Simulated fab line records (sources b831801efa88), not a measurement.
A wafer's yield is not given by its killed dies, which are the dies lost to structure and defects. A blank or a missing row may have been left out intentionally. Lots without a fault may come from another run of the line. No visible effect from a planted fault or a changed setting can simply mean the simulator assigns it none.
Matching of chambers + flow sfq_line + cmp-02 running SFQ_TRILAYER_A5B_CMP_CMP_130: 4 sister chambers
The step polishes, stops on Nb, target thk 340.7 nm. 8 wafers are shown with their chamber, then 9 later ones without.

WAFERS WITH THEIR CHAMBER
| wafer  | chamber | motor_current_A (A) | platen_rpm (rpm) |
|--------|---------|---------------------|------------------|
| L953.5 | 3       | 9.4                 | 60.04            |
| L953.6 | 2       | 8.8                 | 60.04            |
| L956.4 | 2       | 9.4                 | 59.94            |
| L957.4 | 3       | 9.4                 | 59.96            |
| L957.6 | 0       | 9.9                 | 60.01            |
| L959.3 | 1       | 11.0                | 59.98            |
| L959.5 | 1       | 12.1                | 60.00            |
| L959.6 | 0       | 10.0                | 59.99            |

WAFERS MISSING THEIR CHAMBER
| wafer  | motor_current_A (A) | platen_rpm (rpm) |
|--------|---------------------|------------------|
| L960.3 | 11.9                | 60.06            |
| L960.4 | 9.0                 | 59.94            |
| L960.5 | 10.3                | 59.90            |
| L966.1 | 9.7                 | 59.92            |
| L966.3 | 11.2                | 59.97            |
| L966.4 | 9.4                 | 59.98            |
| L967.1 | 9.1                 | 60.01            |
| L967.3 | 9.3                 | 59.98            |
| L967.4 | 11.3                | 60.03            |

CHAMBER TAKEN BY EACH
| wafer  | from the rows above               | in truth |
|--------|-----------------------------------|----------|
| L960.3 | 1                                 | 1        |
| L960.4 | can't be placed: 2 or 3 or 0      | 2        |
| L960.5 | can't be placed: 0 or 3 or 2 or 1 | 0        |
| L966.1 | can't be placed: 0 or 3 or 2      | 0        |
| L966.3 | can't be placed: 1 or 0           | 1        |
| L966.4 | can't be placed: 3 or 2 or 0      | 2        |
| L967.1 | can't be placed: 2 or 3 or 0      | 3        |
| L967.3 | can't be placed: 3 or 2 or 0      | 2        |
| L967.4 | 1                                 | 1        |
Correctly placed: 2 of 9. From these rows, 7 cannot be placed; in 7 the true chamber is one of the candidates. Placed wrongly: 0.
How it was worked out, from the rows above alone: a wafer's distance from a chamber is the root of the sum, over the readings, of the square of ((its reading less the chamber's mean) divided by the reading's scatter). If the next closest chamber is less than 2 further off than the closest, the wafer can't be placed; otherwise it belongs to the closest. Each chamber's mean is taken over the wafers shown for it. How the scatter is found: for the shown wafers, subtract from each reading the mean of its chamber, square and add these, divide the total by (wafers less chambers), then take the root.
